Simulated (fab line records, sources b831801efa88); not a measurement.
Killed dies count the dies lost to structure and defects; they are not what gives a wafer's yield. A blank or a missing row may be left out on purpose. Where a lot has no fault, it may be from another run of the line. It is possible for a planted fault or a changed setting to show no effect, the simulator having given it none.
Struck lot and sound lot, side by side + flow sfq-line + 13 out of 325 route steps
Sound: the wafers L283.1, L283.2, L283.6. Struck: wafer L274.2 (L274.1, L274.6, from the same lot, were not struck and are left out); the cause is given at the end.
Order at every step that has rows: each side's tool, ch and its chambers, its first start. Under that, the readings that differ: sound wafers + struck wafers + difference of the means + sigmas: that difference in standard deviations of wafers without a fault.
alike: same words and numbers on both sides, and readings whose means sit less than 2 such deviations apart. not compared: any withheld reading, any reading some wafer has no value for, any bound like >300 that may hide the same value, and any number with overlapping values for which the record gives no deviation.
A row with sigmas, a row that says differs or no value, or rows on one side alone: a step with any of these is where the two part. Non-overlapping numbers with no deviation appear without sigmas and do not part them. A reading that every wafer of one side lacks parts them only if that side has two wafers or more.

first, 1 step without rows for these wafers: SFQ_TRILAYER_M6_DEP_PRE_CLEAN_158 (time 22.5 s).
SFQ_TRILAYER_M6_DEP_SPUTTER_157: material Nb, target thk 200 nm, time 133.3 s.
  struck on pvd-sputter-06, day 78 20:27; sound on pvd-sputter-06, day 81 22:52
  alike: throttle-valve-pct
SFQ_M6_RS_MEAS_938: the measuring method here is four-point-probe.
  struck on film-metro-03, day 78 20:32; sound on film-metro-04, day 81 22:58
  alike: M6_NB_RS
then, 6 steps without rows for these wafers: SFQ_TRILAYER_M6_LITHO_COAT_164 (resist thk 60.96 nm); SFQ_TRILAYER_M6_LITHO_COAT_159 (resist thk 600 nm); SFQ_TRILAYER_M6_LITHO_SOFTBAKE_163; SFQ_TRILAYER_M6_LITHO_EXPOSE_160 (exposes mask M6, target cd 500 nm); SFQ_TRILAYER_M6_LITHO_PEB_162 (peb time 60 s); SFQ_TRILAYER_M6_LITHO_DEVELOP_161 (time 60 s).
SFQ_M6_OVL_MEAS_940:
  struck on overlay-02, day 79 00:19; sound on overlay-01, day 82 19:29
  alike: M6_OVL
SFQ_TRILAYER_M6_BARC_OPEN_METAL_ETCH_206: etches BARC in O2, target depth 125 nm, time 41.7 s.
  sound on rie-metal-02 ch 1, day 82 19:31; struck on rie-metal-01 ch 0, day 79 00:22
  alike: drypump-motor-current-A, oes-product-au
  not compared: rf-hours-counter-h
SFQ_TRILAYER_M6_ETCH_METAL_ETCH_162: etches Nb in Cl2/Ar, stops on SiO2, target depth 240 nm, time 120 s.
  sound on rie-metal-02 ch 1, day 82 19:38; struck on rie-metal-01 ch 0, day 79 00:25
| reading                                              | sound             | struck | difference | sigmas |
|------------------------------------------------------|-------------------|--------|------------|--------|
| model.KrF_of_TRILAYER_M6_LITHO_COAT_159.thk-nm (nm)  | 379.3 378.7 377.3 | 339.4  | -39.0      |        |
| model.SiO2_of_TRILAYER_A5C_DEP_PECVD_142.thk-nm (nm) | 62.11 62.78 62.3  | 53.83  | -8.57      |        |
| model.M6.feature-depth-nm (nm)                       | 198.7 200.4 199.7 | 209.8  | +10.2      |        |
  alike: drypump-motor-current-A, oes-product-au
  not compared: rf-hours-counter-h
SFQ_TRILAYER_M6_STRIP_STRIP_163: strips in O2.
  sound on rie-metal-02 ch 1, day 82 19:53; struck on rie-metal-01 ch 0, day 79 00:32
  alike: drypump-motor-current-A, oes-product-au
  not compared: rf-hours-counter-h

## WHERE THEY PART
Nowhere in this record.

WHY: what the simulator had put in
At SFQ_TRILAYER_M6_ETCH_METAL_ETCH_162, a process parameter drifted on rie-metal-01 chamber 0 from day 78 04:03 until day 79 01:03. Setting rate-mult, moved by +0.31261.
